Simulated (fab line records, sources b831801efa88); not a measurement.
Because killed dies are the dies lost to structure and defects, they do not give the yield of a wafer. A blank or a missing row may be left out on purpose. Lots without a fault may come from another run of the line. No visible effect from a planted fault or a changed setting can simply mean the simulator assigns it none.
Lot-split experiment :: flow gf180mcu :: on a route of 602 steps: 5 lots, 27 wafers read

== SPLIT DETAILS ==
At GF_POLY_GATE_ETCH_13 (etches poly-Si in HBr/Cl2, stops on SiO2, target depth 198.5 nm, time 69.6 s), the setting time-s was moved away from the recipe's 69.6 s on 9 of the 27 wafers read, by -59.4% to +45.0%. For the rest of the wafers, this setting stayed at what the recipe calls for.

There is no step in the file separating the split from the reading.

== THE READING ==
oes-product-au, in a.u., at GF_POLY_GATE_STRIP_14 (strips in O2/N2). On this fab line, fault-free wafers typically give 0.503 a.u. with a standard deviation of 0.0041 a.u.

wafer: L077.1
tool, chamber at the split: rie-si-02, 1
time-s as run, s: 35.27
against the recipe: -49.3%
oes-product-au, a.u.: 0.527
against lot-mates on the recipe: +0.023

wafer: L077.2
tool, chamber at the split: rie-si-02, 0
time-s as run, s: 35.27
against the recipe: -49.3%
oes-product-au, a.u.: 0.517
against lot-mates on the recipe: +0.013

wafer: L077.3
tool, chamber at the split: rie-si-02, 2
time-s as run, s: 69.6
against the recipe: recipe
oes-product-au, a.u.: 0.504
against lot-mates on the recipe: -

wafer: L077.4
tool, chamber at the split: rie-si-02, 1
time-s as run, s: 35.27
against the recipe: -49.3%
oes-product-au, a.u.: 0.523
against lot-mates on the recipe: +0.019

wafer: L077.5
tool, chamber at the split: rie-si-02, 0
time-s as run, s: 69.6
against the recipe: recipe
oes-product-au, a.u.: 0.501
against lot-mates on the recipe: -

wafer: L077.6
tool, chamber at the split: rie-si-02, 2
time-s as run, s: 69.6
against the recipe: recipe
oes-product-au, a.u.: 0.508
against lot-mates on the recipe: -

wafer: L076.1
tool, chamber at the split: rie-si-01, 0
time-s as run, s: 69.6
against the recipe: recipe
oes-product-au, a.u.: 0.506
against lot-mates on the recipe: -

wafer: L076.2
tool, chamber at the split: rie-si-01, 1
time-s as run, s: 69.6
against the recipe: recipe
oes-product-au, a.u.: 0.500
against lot-mates on the recipe: -

wafer: L076.3
tool, chamber at the split: rie-si-01, 3
time-s as run, s: 69.6
against the recipe: recipe
oes-product-au, a.u.: 0.503
against lot-mates on the recipe: -

wafer: L076.4
tool, chamber at the split: rie-si-01, 2
time-s as run, s: 69.6
against the recipe: recipe
oes-product-au, a.u.: 0.508
against lot-mates on the recipe: -

wafer: L076.5
tool, chamber at the split: rie-si-01, 1
time-s as run, s: 69.6
against the recipe: recipe
oes-product-au, a.u.: 0.504
against lot-mates on the recipe: -

wafer: L076.6
tool, chamber at the split: rie-si-01, 0
time-s as run, s: 69.6
against the recipe: recipe
oes-product-au, a.u.: 0.499
against lot-mates on the recipe: -

wafer: L081.1
tool, chamber at the split: rie-si-01, 0
time-s as run, s: 28.24
against the recipe: -59.4%
oes-product-au, a.u.: 0.521
against lot-mates on the recipe: +0.019

wafer: L081.2
tool, chamber at the split: rie-si-01, 3
time-s as run, s: 69.6
against the recipe: recipe
oes-product-au, a.u.: 0.505
against lot-mates on the recipe: -

wafer: L081.3
tool, chamber at the split: rie-si-01, 2
time-s as run, s: 69.6
against the recipe: recipe
oes-product-au, a.u.: 0.499
against lot-mates on the recipe: -

wafer: L081.4
tool, chamber at the split: rie-si-01, 1
time-s as run, s: 69.6
against the recipe: recipe
oes-product-au, a.u.: 0.501
against lot-mates on the recipe: -

wafer: L081.5
tool, chamber at the split: rie-si-01, 0
time-s as run, s: 28.24
against the recipe: -59.4%
oes-product-au, a.u.: 0.530
against lot-mates on the recipe: +0.028

wafer: L081.6
tool, chamber at the split: rie-si-01, 1
time-s as run, s: 28.24
against the recipe: -59.4%
oes-product-au, a.u.: 0.530
against lot-mates on the recipe: +0.028

wafer: L080.1
tool, chamber at the split: rie-si-01, 2
time-s as run, s: 69.6
against the recipe: recipe
oes-product-au, a.u.: 0.496
against lot-mates on the recipe: -

wafer: L080.3
tool, chamber at the split: rie-si-01, 1
time-s as run, s: 69.6
against the recipe: recipe
oes-product-au, a.u.: 0.504
against lot-mates on the recipe: -

wafer: L080.4
tool, chamber at the split: rie-si-01, 3
time-s as run, s: 69.6
against the recipe: recipe
oes-product-au, a.u.: 0.506
against lot-mates on the recipe: -

wafer: L084.1
tool, chamber at the split: rie-si-01, 3
time-s as run, s: 69.6
against the recipe: recipe
oes-product-au, a.u.: 0.503
against lot-mates on the recipe: -

wafer: L084.2
tool, chamber at the split: rie-si-01, 0
time-s as run, s: 100.9
against the recipe: +45.0%
oes-product-au, a.u.: 0.480
against lot-mates on the recipe: -0.024

wafer: L084.3
tool, chamber at the split: rie-si-01, 1
time-s as run, s: 69.6
against the recipe: recipe
oes-product-au, a.u.: 0.507
against lot-mates on the recipe: -

wafer: L084.4
tool, chamber at the split: rie-si-01, 2
time-s as run, s: 69.6
against the recipe: recipe
oes-product-au, a.u.: 0.503
against lot-mates on the recipe: -

wafer: L084.5
tool, chamber at the split: rie-si-01, 1
time-s as run, s: 100.9
against the recipe: +45.0%
oes-product-au, a.u.: 0.489
against lot-mates on the recipe: -0.015

wafer: L084.6
tool, chamber at the split: rie-si-01, 0
time-s as run, s: 100.9
against the recipe: +45.0%
oes-product-au, a.u.: 0.497
against lot-mates on the recipe: -0.007

THE FIT
A straight line over all 27 wafers: oes-product-au changes by -0.000373 a.u. for each +1% of time-s; r = -0.93; the points scatter about the line by 0.0043 a.u.
The same after taking each lot's own level away (the mean of its wafers on the recipe; 27 wafers): -0.000385 a.u. for each +1%; r = -0.94; scatter 0.0042 a.u.
According to that fit, moving time-s by its largest amount changes the reading by 0.023 a.u.
The lots' own levels span 0.5017 to 0.5043 a.u., that is 0.7 times the standard deviation above.
Hence the lot-to-lot level has little effect on the slope; both slopes agree.
Check: for one of the wafers moved furthest among these (-59.4%), held out of the fit, the line's prediction against its lot-mates is +0.024 a.u. It came out at +0.0193 a.u. against them.

== OTHER SPLITS APPLIED TO THESE WAFERS ==
These wafers also went through other splits before the reading. Each is held against what the fit with the lots' levels taken away leaves over:
other split on the same wafers: GF_DUAL_GATE_OXIDATION_02 ox-time-s
wafers away from the commonest value: 21
r with oes-product-au (lot level and that fit taken away): +0.00

== THE WHOLE CHAIN: every reading that the file lists as answering this split, in the file's order ==
step: GF_POLY_GATE_ETCH_13
what it does: etches poly-Si in HBr/Cl2, stops on SiO2, target depth 198.5 nm, time 69.6 s
reading: POLY_GATE.feature-depth-nm (the simulator's own value, which no gauge read)
change (the file's fit): not straight: 80 at the lowest setting, 198.4 at the recipe, 200.1 at the highest
r (the file's): not given

step: GF_POLY_GATE_STRIP_14
what it does: strips in O2/N2
reading: oes-product-au
change (the file's fit): -0.000387 a.u. for each +1% of the setting
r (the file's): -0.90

== FILE'S OWN FIT ==
oes-product-au changes by -0.000387 a.u. for each +1% of time-s, r = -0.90.
